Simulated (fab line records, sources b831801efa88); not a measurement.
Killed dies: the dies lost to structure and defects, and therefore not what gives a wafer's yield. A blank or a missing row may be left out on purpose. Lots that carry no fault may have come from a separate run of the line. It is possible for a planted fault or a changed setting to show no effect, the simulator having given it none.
fab line records | flow sky130
record lots=5 | wafers=15 | last_day=50
route steps=708 shown FIELD_ISO@3 PAD_OPEN@708
lots that met no fault: from a run of the same line without faults
start_h: hours from the record's opening day to when the first of the lot's shown wafers began | wait_h: hours from the lot's prior step to this one | " same as the row above | L1.1+2: a row that stands for several wafers | - no value, or no start was given | * or withheld: withheld | < > ~ a bound
route shown NAME@n: NAME is a module with steps in the file, n the number in the route of the first one | usual: mean/standard deviation taken from wafers without a fault | same: alike in all rows | chamber/n: place in a boat | sites: readings site by site | _std_site: standard deviation across them | _edge_site: outer sites' mean less inner sites' | radius_mm: for every site, how far away it sits from the centre of the wafer | mask NAME#n: copy n | behind: tool/chamber where the wafer was last shaped | hold: what put the lot on hold/how long, in hours/how the hold closed | device: the transistor (n, p or np) that didn't switch | end of line: the tests these same wafers got at the end of their route | a step given without rows: its recipe and nothing more | killed: the dies lost at the first sort to structure and to defects; this is not the yield of the wafer | map: shows each die of a wafer: x if killed, . if not, _ if none is there
set.NAME: the setting the step ran with; set.NAME@STEP: the setting that earlier step ran with | model.NAME: the simulator's own value behind a step, which no gauge read
lots seen at some steps along the route; tables by step, rows by wafer
services: when a tool's chamber went out of use (start_h, in hours from the record's first day, below 0 if earlier), for how many hours, and the reason
## steps
# step SKY_FIELD_ISO_THK_MEAS_02
# recipe reads=SiO2_of_FIELD_ISO_OXIDATION_01
# usual FIELD_ISO_OXIDATION_00_THK=12.09/0.22
lot.wafer | tool          | chamber | start_h | wait_h | FIELD_ISO_OXIDATION_00_THK[nm]
L296.3    | film_metro-03 | -       | 32.72   | 0.0    | 11.87
L296.4    | "             | -       | "       | "      | 11.89
L296.5    | "             | -       | "       | "      | 11.87
L302.1    | film_metro-03 | -       | 61.64   | 0.0    | 12.26
L302.3    | "             | -       | "       | "      | 12.04
L302.4    | "             | -       | "       | "      | 12.06
L309.1    | film_metro-03 | -       | 101.55  | 0.0    | 11.89
L309.3    | "             | -       | "       | "      | 11.93
L309.4    | "             | -       | "       | "      | 11.86
L313.3    | film_metro-01 | -       | 116.77  | 0.0    | 12.20
L313.4    | "             | -       | "       | "      | 12.36
L313.6    | "             | -       | "       | "      | 12.33
L314.2    | film_metro-01 | -       | 127.75  | 0.0    | 11.78
L314.5    | "             | -       | "       | "      | 11.83
L314.6    | "             | -       | "       | "      | 11.86
# step SKY_FIELD_ISO_CVD_03
# recipe material=Si3N4 | precursor=DCS/NH3 | target_thk_nm=165 | temp_c=770 | time_s=2830 | pressure_mtorr=250
# step SKY_FIELD_ISO_THK_MEAS_04
# recipe reads=Si3N4_of_FIELD_ISO_CVD_03
# usual FIELD_ISO_CVD_03_THK=164.6/1.4
lot.wafer | tool          | chamber | start_h | wait_h | FIELD_ISO_CVD_03_THK[nm]
L296.3    | film_metro-03 | -       | 34.57   | 0.0    | 166.8
L296.4    | "             | -       | "       | "      | 166.6
L296.5    | "             | -       | "       | "      | 166.9
L302.1    | film_metro-01 | -       | 63.49   | 0.0    | 164.8
L302.3    | "             | -       | "       | "      | 164.1
L302.4    | "             | -       | "       | "      | 164.5
L309.1    | film_metro-03 | -       | 104.15  | 0.0    | 163.6
L309.3    | "             | -       | "       | "      | 163.6
L309.4    | "             | -       | "       | "      | 162.7
L313.3    | film_metro-01 | -       | 118.91  | 0.0    | 164.7
L313.4    | "             | -       | "       | "      | 163.9
L313.6    | "             | -       | "       | "      | 163.7
L314.2    | film_metro-03 | -       | 130.49  | 0.0    | 164.9
L314.5    | "             | -       | "       | "      | 165.1
L314.6    | "             | -       | "       | "      | 162.4
# step SKY_FIELD_ISO_DEHYDRATE_05
# recipe temp_c=200 | time_s=60
# step SKY_FIELD_ISO_HMDS_06
# recipe prime_time_s=60 | prime_temp_c=120
# step SKY_FIELD_ISO_COAT_07
# recipe resist=BARC | temp_c=withheld | time_s=withheld | spin_rpm=3000 | resist_thk_nm=60
# step SKY_FIELD_ISO_COAT_08
# recipe resist=KrF-thick | spin_rpm=3000 | resist_thk_nm=450
# step SKY_FIELD_ISO_SOFTBAKE_09
# recipe temp_c=100 | time_s=90 | resist=KrF-thick
# step SKY_FIELD_ISO_EXPOSE_10
# recipe mask_id=FOM | na=0.68 | source_shape=annular | sigma_inner=0.4 | sigma_outer=0.8 | target_cd_nm=150 | dose_mj=28
# step SKY_FIELD_ISO_PEB_11
# recipe peb_temp_c=withheld | peb_time_s=withheld | resist=KrF-thick
# step SKY_FIELD_ISO_DEVELOP_12
# recipe develop_time_s=60 | resist=KrF-thick | dev_temp_c=21
# step SKY_FIELD_ISO_CD_MEAS_13
# recipe target_cd_nm=150
# usual cd_nm=150.2/1.7
lot.wafer | tool      | chamber | start_h | wait_h | cd_nm
L296.3    | cd_sem-01 | -       | 49.24   | -      | 149.6
L296.4    | "         | -       | "       | "      | 151.7
L296.5    | "         | -       | "       | "      | 150.1
L302.1    | cd_sem-01 | -       | 80.54   | -      | 150.1
L302.3    | "         | -       | "       | "      | 152.5
L302.4    | "         | -       | "       | "      | 152.1
L309.1    | cd_sem-02 | -       | 121.40  | -      | 151.1
L309.3    | "         | -       | "       | "      | 150.8
L309.4    | "         | -       | "       | "      | 148.2
L313.3    | cd_sem-02 | -       | 136.49  | -      | 149.9
L313.4    | "         | -       | "       | "      | 149.4
L313.6    | "         | -       | "       | "      | 150.0
L314.2    | cd_sem-01 | -       | 148.96  | -      | 148.7
L314.5    | "         | -       | "       | "      | 147.8
L314.6    | "         | -       | "       | "      | 147.1
# step SKY_FIELD_ISO_ETCH_14
# recipe chemistry=N2/H2 | target=BARC | ion_energy_ev=200 | source_w=500 | bias_w=100 | pressure_mtorr=30 | n2_flow_sccm=100 | h2_flow_sccm=200 | stop_on=SiO2 | time_s=45.9 | target_depth_a=600
# usual drypump_motor_current_A=5.7/0.46 | oes_product_au=0.855/0.0045 | throttle_valve_pct=13.225/0.0095
lot.wafer | tool        | chamber | start_h | wait_h | drypump_motor_current_A | oes_product_au | rf_hours_counter_h | throttle_valve_pct | model.KrF-thick_of_FIELD_ISO_COAT_08.thk_nm
L296.3    | rie_diel-04 | 2       | 49.32   | 0.1    | 5.2                     | 0.850          | 37                 | 13.229             | 395.2
L296.4    | "           | 3       | "       | "      | 5.8                     | 0.852          | 91                 | 13.232             | 394.9
L296.5    | "           | 1       | "       | "      | 5.8                     | 0.854          | -                  | 13.237             | 396.1
L302.1    | rie_diel-04 | 2       | 80.66   | 0.1    | 5.2                     | 0.852          | 38                 | 13.234             | 402.5
L302.3    | "           | 1       | "       | "      | 5.8                     | 0.864          | 67                 | 13.238             | 401.6
L302.4    | "           | 0       | "       | "      | 4.6                     | 0.862          | 88                 | 13.225             | 400.3
L309.1    | rie_diel-01 | 3       | 121.52  | 0.1    | 5.3                     | 0.854          | 98                 | 13.227             | 391.6
L309.3    | "           | 0       | "       | "      | 5.6                     | 0.852          | 158                | 13.214             | 392.4
L309.4    | "           | 2       | "       | "      | 5.6                     | 0.860          | 3                  | 13.211             | 391.5
L313.3    | rie_diel-01 | 1       | 136.57  | 0.1    | 5.6                     | 0.859          | 2                  | 13.226             | 391.8
L313.4    | "           | 0       | "       | "      | 5.6                     | 0.853          | 159                | 13.223             | 395.8
L313.6    | "           | 1       | "       | "      | 5.6                     | 0.859          | -                  | 13.218             | 393.1
L314.2    | rie_diel-02 | 0       | 149.06  | 0.1    | 6.4                     | 0.859          | 66                 | 13.214             | 392.7
L314.5    | "           | 0       | "       | "      | 6.3                     | 0.858          | -                  | 13.232             | 393
L314.6    | "           | 1       | "       | "      | 5.7                     | 0.857          | -                  | 13.223             | 392.2
# step SKY_FIELD_ISO_ETCH_15
# recipe chemistry=CHF3/O2 | target_depth_nm=180 | stop_on=Si | source_w=600 | bias_w=200 | pressure_mtorr=40 | chf3_flow_sccm=50 | O2_flow_sccm=5 | time_s=72
# usual drypump_motor_current_A=5.7/0.47 | oes_product_au=0.945/0.0068 | throttle_valve_pct=8.843/0.0096
lot.wafer | tool        | chamber | start_h | wait_h | drypump_motor_current_A | oes_product_au | rf_hours_counter_h | throttle_valve_pct | model.KrF-thick_of_FIELD_ISO_COAT_08.thk_nm
L296.3    | rie_diel-04 | 2       | 49.36   | 0.0    | 5.2                     | 0.955          | 37                 | 8.854              | 237.8
L296.4    | "           | 3       | "       | "      | 5.8                     | 0.946          | 91                 | 8.838              | 238.2
L296.5    | "           | 1       | "       | "      | 5.8                     | 0.949          | -                  | 8.862              | 238.2
L302.1    | rie_diel-04 | 2       | 80.70   | 0.0    | 5.2                     | 0.947          | 38                 | 8.846              | 244.9
L302.3    | "           | 1       | "       | "      | 5.8                     | 0.951          | 67                 | 8.848              | 242.1
L302.4    | "           | 0       | "       | "      | 4.6                     | 0.950          | 88                 | 8.843              | 239.6
L309.1    | rie_diel-01 | 3       | 121.56  | 0.0    | 5.3                     | 0.942          | 98                 | 8.841              | 236.2
L309.3    | "           | 0       | "       | "      | 5.6                     | 0.939          | 158                | 8.855              | 237.3
L309.4    | "           | 2       | "       | "      | 5.6                     | 0.945          | 3                  | 8.834              | 235.2
L313.3    | rie_diel-01 | 1       | 136.61  | 0.0    | 5.6                     | 0.950          | 2                  | 8.842              | 234.1
L313.4    | "           | 0       | "       | "      | 5.6                     | 0.946          | 159                | 8.854              | 240
L313.6    | "           | 1       | "       | "      | 5.6                     | 0.944          | -                  | 8.851              | 236
L314.2    | rie_diel-02 | 0       | 149.10  | 0.0    | 6.3                     | 0.941          | 66                 | 8.846              | 234.3
L314.5    | "           | 0       | "       | "      | 6.3                     | 0.938          | -                  | 8.844              | 235.2
L314.6    | "           | 1       | "       | "      | 5.7                     | 0.930          | -                  | 8.859              | 235.3
# step SKY_FIELD_ISO_STRIP_16
# recipe chemistry=O2/N2 | power_w=1400 | pressure_mtorr=1500 | platen_temp_c=withheld | o2_flow_sccm=3000 | n2_flow_sccm=300 | overash_fraction=0.5
# usual drypump_motor_current_A=5.4/0.43 | oes_product_au=0.377/0.0047 | strip_time_to_endpoint_s=3.528/0.03
lot.wafer | tool            | chamber | start_h | wait_h | drypump_motor_current_A | oes_product_au | rf_hours_counter_h | strip_time_to_endpoint_s
L296.3    | plasma_asher-03 | 0       | 49.45   | 0.1    | 5.0                     | 0.375          | -                  | 3.570
L296.4    | "               | 1       | "       | "      | 5.4                     | 0.378          | -                  | 3.571
L296.5    | "               | 0       | "       | "      | 5.0                     | 0.381          | -                  | 3.572
L302.1    | plasma_asher-03 | 1       | 80.76   | 0.0    | 5.4                     | 0.382          | 26                 | 3.631
L302.3    | "               | 1       | "       | "      | 5.4                     | 0.376          | -                  | 3.608
L302.4    | "               | 0       | "       | "      | 5.0                     | 0.375          | -                  | 3.588
L309.1    | plasma_asher-04 | 1       | 121.62  | 0.0    | 5.1                     | 0.370          | 45                 | 3.543
L309.3    | "               | 1       | "       | "      | 5.0                     | 0.376          | -                  | 3.547
L309.4    | "               | 0       | "       | "      | 6.3                     | 0.379          | -                  | 3.542
L313.3    | plasma_asher-04 | 1       | 136.70  | 0.1    | 5.0                     | 0.379          | -                  | 3.541
L313.4    | "               | 0       | "       | "      | 6.3                     | 0.382          | -                  | 3.570
L313.6    | "               | 0       | "       | "      | 6.3                     | 0.382          | -                  | 3.545
L314.2    | plasma_asher-02 | 0       | 149.16  | 0.0    | 5.7                     | 0.380          | 48                 | 3.529
L314.5    | "               | 0       | "       | "      | 5.7                     | 0.371          | -                  | 3.541
L314.6    | "               | 1       | "       | "      | 5.4                     | 0.385          | -                  | 3.535
# step SKY_FIELD_ISO_ETCH_17
# recipe target_depth_a=3420 | mask_material=Si3N4 | chemistry=HBr/Cl2/O2 | target=Si | taper_deg=5 | icp_w=600 | bias_w=150 | pressure_mtorr=15 | HBr_flow_sccm=150 | Cl2_flow_sccm=40 | O2_flow_sccm=6 | time_s=97.7
# usual HBr_flow_sccm=150.1/0.43 | drypump_motor_current_A=5.3/0.42 | oes_product_au=0.998/0.0093 | throttle_valve_pct=25.658/0.01
lot.wafer | tool      | chamber | start_h | wait_h | HBr_flow_sccm | drypump_motor_current_A | oes_product_au | rf_hours_counter_h | throttle_valve_pct
L296.3    | rie_si-02 | 1       | 49.52   | 0.0    | 149.9         | 5.7                     | 0.992          | 141                | 25.667
L296.4    | "         | 0       | "       | "      | 150.1         | 4.6                     | 1.009          | 0                  | 25.653
L296.5    | "         | 2       | "       | "      | 150.1         | 5.2                     | 0.987          | -                  | 25.664
L302.1    | rie_si-02 | 3       | 80.86   | 0.1    | 150.5         | 5.4                     | 0.997          | 2                  | 25.653
L302.3    | "         | 1       | "       | "      | 149.7         | 5.7                     | 0.998          | 142                | 25.668
L302.4    | "         | 1       | "       | "      | 150.6         | 5.7                     | 0.991          | -                  | 25.673
L309.1    | rie_si-01 | 0       | 121.72  | 0.1    | 150.3         | 5.8                     | 0.996          | 55                 | 25.660
L309.3    | "         | 3       | "       | "      | 150.6         | 5.0                     | 0.994          | 0                  | 25.662
L309.4    | "         | 2       | "       | "      | 149.5         | 4.9                     | 0.991          | 2                  | 25.649
L313.3    | rie_si-01 | 0       | 136.77  | 0.0    | 150.7         | 5.8                     | 0.998          | 55                 | 25.655
L313.4    | "         | 2       | "       | "      | 150.0         | 4.9                     | 1.003          | 2                  | 25.666
L313.6    | "         | 1       | "       | "      | 150.0         | 5.9                     | 0.984          | -                  | 25.672
L314.2    | rie_si-02 | 3       | 149.26  | 0.1    | 149.3         | 5.4                     | 0.991          | 3                  | 25.652
L314.5    | "         | 0       | "       | "      | 149.3         | 4.7                     | 1.000          | -                  | 25.648
L314.6    | "         | 3       | "       | "      | 149.8         | 5.4                     | 0.986          | -                  | 25.659
# step SKY_PAD_OPEN_PROBE_99
# usual killed_at_M0_to_M3=44/6.4 | killed_at_M4_up=3.6/2.1 | killed_at_contacts=23/5.1 | killed_at_front_end=15/4.3 | killed_at_other=0.3/0.56 | killed_dies=86/9 | killed_open=47/6.4 | killed_short=39/5.8
# same gross_dies=492 | killed_at_back_side=0
lot.wafer | tool      | chamber | start_h | wait_h | killed_at_M0_to_M3 | killed_at_M4_up | killed_at_contacts | killed_at_front_end | killed_at_other | killed_dies | killed_open | killed_short
L309.1    | prober-01 | -       | 1175.56 | 0.1    | 53                 | 4               | 26                 | 14                  | 2               | 99          | 52          | 47
L309.3    | prober-01 | -       | 1175.66 | 0.2    | 43                 | 5               | 37                 | 9                   | 1               | 95          | 49          | 46
L309.4    | prober-01 | -       | 1175.71 | 0.2    | 46                 | 4               | 18                 | 11                  | 0               | 79          | 46          | 33
# killed by level:class
L309.1 VIA1:geometric_particle:open=11 CONTACT:geometric_particle:open=11 METAL2:geometric_particle:short=10 VIA2:geometric_particle:open=9 VIA2:geometric_particle:short=7 LOCAL_INTERCONNECT:geometric_particle:short=5 VIA1:geometric_particle:short=5 LI_CONTACT:geometric_particle:open=4
L309.3 CONTACT:geometric_particle:open=12 LI_CONTACT:geometric_particle:open=11 VIA2:geometric_particle:open=6 LOCAL_INTERCONNECT:geometric_particle:short=6 VIA1:geometric_particle:open=6 LI_CONTACT:geometric_particle:short=5 VIA2:geometric_particle:short=5 VIA3:geometric_particle:short=5
L309.4 VIA1:geometric_particle:open=10 VIA2:geometric_particle:open=10 METAL2:geometric_particle:short=6 FIELD_ISO:geometric_particle:open=5 CONTACT:geometric_particle:open=5 LI_CONTACT:geometric_particle:open=4 LOCAL_INTERCONNECT:geometric_particle:short=4 CONTACT:geometric_particle:short=4
## services
tool            | chamber | start_h | hours | kind
rie_si-01       | 1       | 27.00   | 8.8   | repair
rie_diel-01     | 1       | 64.72   | 22.2  | repair
rie_diel-01     | -       | 66.84   | 2.8   | pm
rie_diel-04     | 2       | 70.52   | 1.9   | repair
rie_si-02       | 2       | 75.16   | -     | clean
rie_si-02       | 2       | 75.16   | 17.1  | scheduled_down
rie_si-02       | 2       | 75.16   | 17.1  | vent_cycle
plasma_asher-04 | -       | 80.81   | 2.8   | pm
rie_diel-04     | 0       | 82.73   | 4.1   | repair
plasma_asher-04 | -       | 88.59   | 0.4   | repair
rie_si-01       | 3       | 90.80   | -     | clean
rie_si-01       | 3       | 90.80   | 12.6  | scheduled_down
rie_si-01       | 3       | 90.80   | 12.6  | vent_cycle
rie_diel-01     | 3       | 105.47  | 3.5   | repair
rie_si-02       | 1       | 116.66  | -     | clean
rie_si-02       | 1       | 116.66  | 18.5  | scheduled_down
rie_si-02       | 1       | 116.66  | 18.5  | vent_cycle
rie_diel-02     | 1       | 122.43  | 3.4   | repair
rie_si-01       | -       | 142.10  | 0.6   | repair
rie_diel-01     | 0       | 146.07  | 13.3  | repair
## key
first_sign step=SKY_FIELD_ISO_STRIP_16 | reading=strip_time_to_endpoint_s | direction=up | sigmas=2.7 | usual=* | struck=*
effect none on later readings
model_effect step=SKY_FIELD_ISO_ETCH_14 | value=KrF-thick_of_FIELD_ISO_COAT_08.thk_nm | without=392.9 | struck=401.5
model_effect step=SKY_FIELD_ISO_ETCH_15 | value=KrF-thick_of_FIELD_ISO_COAT_08.thk_nm | without=233.7 | struck=242.2
met_at SKY_FIELD_ISO_ETCH_14
struck_wafers L302.1,L302.3,L302.4
tester_left_out L302
onset_between 49.32 80.66
also_fits SKY_FIELD_ISO_ETCH_15:rie_diel-04,SKY_FIELD_ISO_STRIP_16:plasma_asher-03
fault kind=process_parameter_drift | tool=rie_diel-04 | chamber=- | onset_h=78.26 | steps=SKY_FIELD_ISO_ETCH_14 | channel=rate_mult | offset=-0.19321 | shape=step | end_h=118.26
# tester_left_out: of these lots the tester's yield and bins aren't shown, on N5 and GAA mostly nor the transistor test; their killed dies are dies lost to structure and defects alone, not to doping, threshold or leakage, so they don't give the yield
